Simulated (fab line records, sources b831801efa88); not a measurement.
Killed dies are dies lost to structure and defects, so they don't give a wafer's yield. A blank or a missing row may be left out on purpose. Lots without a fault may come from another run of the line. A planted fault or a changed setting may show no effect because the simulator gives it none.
One fault seen from 2 desks | flow sky130 | each desk has only its own numbers; what lay behind them comes last

THE METROLOGY DESK
What the gauges read, lot by lot, whatever tool the lot ran on: means of the sampled wafers that have a number. A lot is out of limits, marked OUT, if its mean lies more than 4 standard deviations from the usual mean; the brackets give that distance.
Columns: A = VT_ADJUST_LVTN_2_TW at SKY_VT_ADJUST_LVTN_TW_MEAS_21, usual 187.8; B = VT_ADJUST_NCORE_TW at SKY_VT_ADJUST_NCORE_TW_MEAS_11, usual 219.3; C = SONOS_ONO_CVD_04_THK at SKY_SONOS_ONO_THK_MEAS_05, usual 5.62 nm
lot  | first seen here | A     | B     | C
L617 | day 7 20:21     | 187.6 | 220.0 | 5.62
L618 | day 7 21:19     | 187.4 | 219.0 | 5.64
L620 | day 8 16:37     | 188.4 | 220.0 | 5.62
L621 | day 8 22:13     | 188.6 | 219.5 | 5.73
L624 | day 9 18:34     | 187.2 | 220.6 | 5.60
L625 | day 10 01:24    | 187.8 | 217.6 | 5.64
L626 | day 10 06:26    | 187.8 | 219.5 | 5.54
L627 | day 10 15:16    | 187.9 | 218.8 | 5.44
L628 | day 10 23:07    | 187.4 | 219.7 | 5.52
L629 | day 11 03:57    | 188.0 | 220.7 | 5.47
L637 | day 13 11:27    | 187.5 | 219.8 | 4.77 (-8.5) OUT
L640 | day 14 05:51    | 188.2 | 219.7 | 5.76
This desk's finding: out of limits on L637; first on L637, day 18 08:02 (SONOS_ONO_CVD_04_THK at SKY_SONOS_ONO_THK_MEAS_05). In limits: L617, L618, L620, L621, L624, L625, L626, L627, L628, L629, L640.

THE TOOL OWNER'S DESK: lpcvd-03
The tool's own readings at SKY_SONOS_ONO_CVD_04 (deposits SiO2 from SiH4/N2O, target thk 5.7199 nm): means of the sampled wafers that have a number, for each lot that ran on this tool. A lot is out of limits, marked OUT, if its mean lies more than 4 standard deviations from the usual mean; the brackets give that distance.
Columns: A = spike_tc_bottom_C at SKY_SONOS_ONO_CVD_04, usual 917.6 C; B = spike_tc_centre_C at SKY_SONOS_ONO_CVD_04, usual 901.9 C; C = spike_tc_lower_C at SKY_SONOS_ONO_CVD_04, usual 900.1 C; D = spike_tc_top_C at SKY_SONOS_ONO_CVD_04, usual 912.2 C; E = spike_tc_upper_C at SKY_SONOS_ONO_CVD_04, usual 900.6 C; F = zone_power_centre_pct at SKY_SONOS_ONO_CVD_04, usual 19.9 %
lot  | first seen here | A               | B                | C                | D               | E               | F
L617 | day 11 16:10    | 917.7           | 902.1            | 900.8            | 913.6           | 901.1           | 20.4
L618 | day 11 17:25    | 917.3           | 903.0            | 900.6            | 912.4           | 900.5           | 20.5
L620 | day 12 18:49    | 917.3           | 902.3            | 900.4            | 911.8           | 899.9           | 20.7
L621 | day 13 02:06    | 917.9           | 900.3            | 898.6            | 911.4           | 900.4           | 19.3
L624 | day 14 00:59    | 917.2           | 902.2            | 900.7            | 911.8           | 900.3           | 20.6
L625 | day 14 06:23    | 919.1           | 901.9            | 898.9            | 912.7           | 900.1           | 19.4
L626 | day 14 11:07    | 917.2           | 902.1            | 900.6            | 911.8           | 900.5           | 20.5
L627 | day 14 20:41    | 918.3           | 902.4            | 899.9            | 910.6           | 900.2           | 20.3
L628 | day 15 07:55    | 917.6           | 899.7            | 899.6            | 912.4           | 899.6           | 19.3
L629 | day 15 11:04    | 917.6           | 902.2            | 900.8            | 913.0           | 899.4           | 20.5
L637 | day 18 06:47    | 905.9 (-12) OUT | 891.9 (-8.4) OUT | 890.0 (-8.4) OUT | 901.3 (-12) OUT | 890.2 (-11) OUT | 20.0
L640 | day 19 03:46    | 916.9           | 901.0            | 900.6            | 912.2           | 900.5           | 19.3
This desk's finding: out of limits on L637; first on L637, day 18 06:47 (spike_tc_bottom_C at SKY_SONOS_ONO_CVD_04). In limits: L617, L618, L620, L621, L624, L625, L626, L627, L628, L629, L640.

PUT TOGETHER
The tool owner's desk could have raised an alarm at day 18 06:47, on L637.
The metrology desk could have raised an alarm at day 18 08:02, on L637.
Of the lots named, all ran SKY_SONOS_ONO_CVD_04 on lpcvd-03.

WHAT THE SIMULATOR HAD PUT IN
Process parameter drift: lpcvd-03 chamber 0, from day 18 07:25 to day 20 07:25, at SKY_SONOS_ONO_CVD_04. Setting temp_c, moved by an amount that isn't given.
Lots struck among those shown: L637.
